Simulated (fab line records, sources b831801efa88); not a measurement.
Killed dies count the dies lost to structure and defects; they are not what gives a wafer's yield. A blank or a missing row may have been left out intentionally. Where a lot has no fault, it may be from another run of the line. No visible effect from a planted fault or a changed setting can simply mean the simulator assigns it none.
What tool caused it?    flow gf180mcu    13 lots with 39 wafers sampled at 4 steps, on a route of 602 steps

WHAT EACH GAUGE READ, for each wafer
GF_PASSIVATION_THK_MEAS_01. Usual: PASSIVATION_CVD_00_THK typically reads 999 nm, with standard deviation 15.
lot   measured      on             PASSIVATION_CVD_00_THK (nm)  flag
L177  day 27 22:29  film_metro-03  1011 1012 1010               
L178  day 28 01:26  film_metro-01  1008 1005 1016               
L179  day 28 11:08  film_metro-04  991 1016 1022                
L181  day 29 08:18  film_metro-04  979 991 1001                 
L180  day 29 12:31  film_metro-04  1023 989 1003                
L182  day 30 02:01  film_metro-01  978 1023 979                 
L183  day 30 11:34  film_metro-03  1004 991 1014                
L186  day 31 09:31  film_metro-04  1003 1016 1020               
L187  day 31 12:06  film_metro-01  990 1020 1036                
L191  day 32 03:59  film_metro-04  1015 976 998                 
L193  day 32 21:59  film_metro-01  972 989 986                  
L195  day 33 06:11  film_metro-03  993 1017 1021                
L197  day 33 16:44  film_metro-01  981 1031 998                 

GF_PASSIVATION_BOW_MEAS_14. Usual: PASSIVATION_BOW typically reads 135 um, with standard deviation 12.
lot   measured      on             PASSIVATION_BOW (um)  flag
L177  day 28 19:48  film_metro-04  133 142 137           
L178  day 28 23:03  film_metro-04  147 145 145           
L179  day 29 10:37  film_metro-01  140 141 143           
L181  day 30 05:05  film_metro-04  160 152 152           
L180  day 30 09:25  film_metro-04  148 145 143           
L182  day 30 22:13  film_metro-01  147 147 141           
L183  day 31 07:29  film_metro-03  107 125 107           
L186  day 32 05:17  film_metro-04  140 142 130           
L187  day 32 06:37  film_metro-01  124 131 134           
L191  day 32 22:53  film_metro-03  134 127 151           
L193  day 33 15:16  film_metro-01  114 116 119           
L195  day 33 23:20  film_metro-04  148 146 170           
L197  day 34 10:10  film_metro-01  127 133 129           

WHAT TOOL EACH LOT RAN ON (gives the tool, then ch and the chambers of the sampled wafers, and finally the start)
lot   GF_V5_CVD_00                      GF_V5_STRIP_18
L177  hdpcvd-01 ch 0,1,2, day 26 02:14  plasma_asher-03 ch 0,1, day 26 23:50
L178  hdpcvd-02 ch 0,1,2, day 26 06:23  plasma_asher-04 ch 0,1, day 27 03:57
L179  hdpcvd-02 ch 0,1,2, day 26 16:11  plasma_asher-04 ch 0,1, day 27 13:14
L181  hdpcvd-02 ch 0,1,2, day 27 14:43  plasma_asher-03 ch 0,1, day 28 11:01
L180  hdpcvd-01 ch 0,1,2, day 27 19:35  plasma_asher-03 ch 0,1, day 28 15:00
L182  hdpcvd-01 ch 0,1, day 28 08:40    plasma_asher-04 ch 0,1, day 29 04:46
L183  hdpcvd-01 ch 0,1, day 28 19:31    plasma_asher-02 ch 0,1, day 29 14:31
L186  hdpcvd-02 ch 1,2, day 29 18:04    plasma_asher-02 ch 0,1, day 30 12:59
L187  hdpcvd-01 ch 0,2, day 29 20:52    plasma_asher-02 ch 0,1, day 30 16:07
L191  hdpcvd-02 ch 0,1,2, day 30 13:46  plasma_asher-04 ch 0,1, day 31 08:33
L193  hdpcvd-02 ch 0,1,2, day 31 08:32  plasma_asher-02 ch 0,1, day 32 02:42
L195  hdpcvd-01 ch 0,2, day 31 17:23    plasma_asher-03 ch 0,1, day 32 11:01
L197  hdpcvd-01 ch 0,1,2, day 32 04:34  plasma_asher-04 ch 0,1, day 32 22:42
- GF_V5_CVD_00: deposits SiO2, target thk 300 nm, time 50 s.
- GF_V5_STRIP_18: strips in O2/N2.

WHAT THE TOOLS THEMSELVES READ (means of the sampled wafers that have a number; where no wafer has one, the mark that the record gives instead)
GF_V5_CVD_00. Usual: 59.99 sccm for sih4_flow_sccm, sd 0.19.
lot   tool       sih4_flow_sccm (sccm)  flag
L177  hdpcvd-01  60.14                  
L178  hdpcvd-02  59.96                  
L179  hdpcvd-02  59.79                  
L181  hdpcvd-02  60.03                  
L180  hdpcvd-01  59.80                  
L182  hdpcvd-01  60.03                  
L183  hdpcvd-01  60.00                  
L186  hdpcvd-02  59.99                  
L187  hdpcvd-01  59.91                  
L191  hdpcvd-02  59.88                  
L193  hdpcvd-02  60.02                  
L195  hdpcvd-01  60.02                  
L197  hdpcvd-01  60.05                  

GF_V5_STRIP_18. Usual: drypump_motor_current_A 5.7 A, standard deviation 0.6; heater_power_w 332 W, standard deviation 25; n2_flow_sccm 300.0 sccm, standard deviation 0.92; oes_product_au 0.569 a.u., standard deviation 0.0047.
lot   tool             drypump_motor_current_A (A)  heater_power_w (W)  n2_flow_sccm (sccm)  oes_product_au (a.u.)  flag
L177  plasma_asher-03  5.9                          335                 299.8                0.566                  
L178  plasma_asher-04  5.2                          308                 299.8                0.567                  
L179  plasma_asher-04  5.2                          302                 300.7                0.567                  
L181  plasma_asher-03  5.8                          332                 300.8                0.571                  
L180  plasma_asher-03  5.9                          328                 299.4                0.572                  
L182  plasma_asher-04  5.2                          305                 301.3                0.571                  
L183  plasma_asher-02  5.9                          345                 299.5                0.566                  
L186  plasma_asher-02  6.3                          355                 300.1                0.571                  
L187  plasma_asher-02  5.8                          348                 299.1                0.564                  
L191  plasma_asher-04  5.2                          307                 299.7                0.569                  
L193  plasma_asher-02  6.3                          358                 299.9                0.570                  
L195  plasma_asher-03  5.9                          343                 300.4                0.575                  
L197  plasma_asher-04  5.2                          303                 300.8                0.571                  

THE ANSWER, worked out from the rows above alone
Rule: take the mean of a lot's wafers that have a number; if it is more than 3 standard deviations from the usual mean, the lot is off. Also off: a lot with no number at a reading for which 4 or more lots have one. Any other lot the step has rows for is counted as sound. After the gauges, taken in route order, come the tools' own readings; for these a lot's mean is taken, as printed above. The first step at which some lot is off is used, and at that step the reading that is off furthest; a lot without a number counts as furthest.
No lot is off at any reading shown: from this, nothing can be told.

WHAT THE SIMULATOR HAD PUT IN
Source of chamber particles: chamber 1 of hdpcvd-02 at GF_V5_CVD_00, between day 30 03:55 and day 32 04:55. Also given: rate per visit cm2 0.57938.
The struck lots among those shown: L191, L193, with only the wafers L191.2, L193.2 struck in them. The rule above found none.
